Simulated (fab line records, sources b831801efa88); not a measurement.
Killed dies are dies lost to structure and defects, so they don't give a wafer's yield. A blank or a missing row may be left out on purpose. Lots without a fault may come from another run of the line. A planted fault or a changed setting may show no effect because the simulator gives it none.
Which tool did it? | flow gf180mcu | 12 lots, 36 wafers sampled, at 3 steps of a route of 602

WHAT THE GAUGES READ, wafer by wafer
GF_PSD_RS_MEAS_14: measures by four-point-probe.
lot  | measured     | on            | NSD_RS (ohm/sq)
L499 | day 14 07:37 | film_metro-01 | 46.14 46.06 46.18
L500 | day 14 13:29 | film_metro-04 | 46.10 46.17 46.07
L503 | day 15 16:23 | film_metro-01 | 46.11 46.22 46.16
L504 | day 16 01:19 | film_metro-01 | 46.02 46.02 46.10
L505 | day 16 03:26 | film_metro-01 | 46.13 46.06 46.01
L511 | day 18 07:02 | film_metro-04 | 46.10 46.15 46.13
L513 | day 19 02:37 | film_metro-01 | 46.08 46.12 46.01
L518 | day 20 20:38 | film_metro-01 | 45.90 46.02 45.99
L519 | day 21 14:43 | film_metro-02 | 46.02 45.99 46.07
L520 | day 21 20:34 | film_metro-01 | 46.05 45.91 45.93
L521 | day 22 07:01 | film_metro-04 | 46.06 45.99 46.10
L522 | day 22 07:14 | film_metro-02 | 46.08 45.96 46.05

GF_SAB_CD_MEAS_09: target cd 420 nm.
lot  | measured     | on        | cd_nm (nm)
L499 | day 15 04:05 | cd_sem-02 | 418.3 419.2 421.7
L500 | day 15 10:14 | cd_sem-02 | 421.0 419.5 419.8
L503 | day 16 13:47 | cd_sem-02 | 416.6 420.4 420.9
L504 | day 16 23:46 | cd_sem-02 | 421.5 419.7 419.9
L505 | day 17 01:41 | cd_sem-02 | 420.2 419.5 420.3
L511 | day 19 06:50 | cd_sem-01 | 408.1 406.6 407.1
L513 | day 20 02:38 | cd_sem-02 | 407.7 408.2 409.8
L518 | day 21 20:32 | cd_sem-02 | 418.4 418.8 416.9
L519 | day 22 13:55 | cd_sem-02 | 417.1 418.1 415.8
L520 | day 22 19:33 | cd_sem-01 | 419.4 419.1 418.6
L521 | day 23 05:59 | cd_sem-02 | 417.9 419.3 420.6
L522 | day 23 06:17 | cd_sem-02 | 418.4 418.6 418.9

WHICH TOOL RAN EACH LOT (tool, then ch and the chambers of the sampled wafers, then the start)
lot  | GF_SAB_COAT_04
L499 | litho_track-02 ch 0, day 14 17:38
L500 | litho_track-03 ch 0, day 14 23:56
L503 | litho_track-03 ch 0, day 16 03:07
L504 | litho_track-03 ch 0, day 16 11:28
L505 | litho_track-02 ch 0, day 16 14:05
L511 | litho_track-03 ch 0, day 18 19:03
L513 | litho_track-03 ch 0, day 19 14:04
L518 | litho_track-04 ch 0, day 21 08:32
L519 | litho_track-03 ch 0, day 22 02:28
L520 | litho_track-02 ch 0, day 22 08:04
L521 | litho_track-04 ch 0, day 22 18:17
L522 | litho_track-02 ch 0, day 22 18:47
- GF_SAB_COAT_04: resist thk 1000 nm.

WHAT THE TOOLS THEMSELVES READ (means of the sampled wafers that have a number; where no wafer has one, the mark that the record gives instead)
GF_SAB_COAT_04.
lot  | tool           | spin_speed_rpm (rpm)
L499 | litho_track-02 | 3001.2
L500 | litho_track-03 | 2999.2
L503 | litho_track-03 | 2999.4
L504 | litho_track-03 | 3002.7
L505 | litho_track-02 | 2999.9
L511 | litho_track-03 | 3648.8
L513 | litho_track-03 | 3648.6
L518 | litho_track-04 | 2999.7
L519 | litho_track-03 | 3002.8
L520 | litho_track-02 | 2999.7
L521 | litho_track-04 | 2999.3
L522 | litho_track-02 | 2999.9

THE ANSWER, worked out from the rows above alone
Rule: what is usual is taken from the lots themselves. Put in order of their means at a reading, lots are off if they are a third of the lots or fewer, leave a main group of 4 or more, and stand apart from it by a gap of 3 or more times the standard deviation of the main group's means; of several such gaps the widest counts. A main group whose means are all the same, to the digits that the tables above print for the reading, isn't used. A lot without any number at a reading at which 4 lots or more have one is off too. The other lots that the step has rows for count as sound. The gauges are gone through in route order, then the tools' own readings, and for those a lot's mean is taken as printed above. The first step at which some lot is off is used, and at that step the reading that is off furthest; a lot without a number counts as furthest.
Off: L511, L513, at GF_SAB_CD_MEAS_09 (cd_nm). The main group: mean 419.1 nm, standard deviation 0.98.
A tool fits if, at a process step before that reading, it ran every lot that is off, and no sound lot after the first of them. The gauges at GF_SAB_CD_MEAS_09 aren't tried: what is off there is off at GF_SAB_COAT_04 too, on other tools, and a gauge's error can't cause that. None of those tried fits.

WHAT THE SIMULATOR HAD PUT IN
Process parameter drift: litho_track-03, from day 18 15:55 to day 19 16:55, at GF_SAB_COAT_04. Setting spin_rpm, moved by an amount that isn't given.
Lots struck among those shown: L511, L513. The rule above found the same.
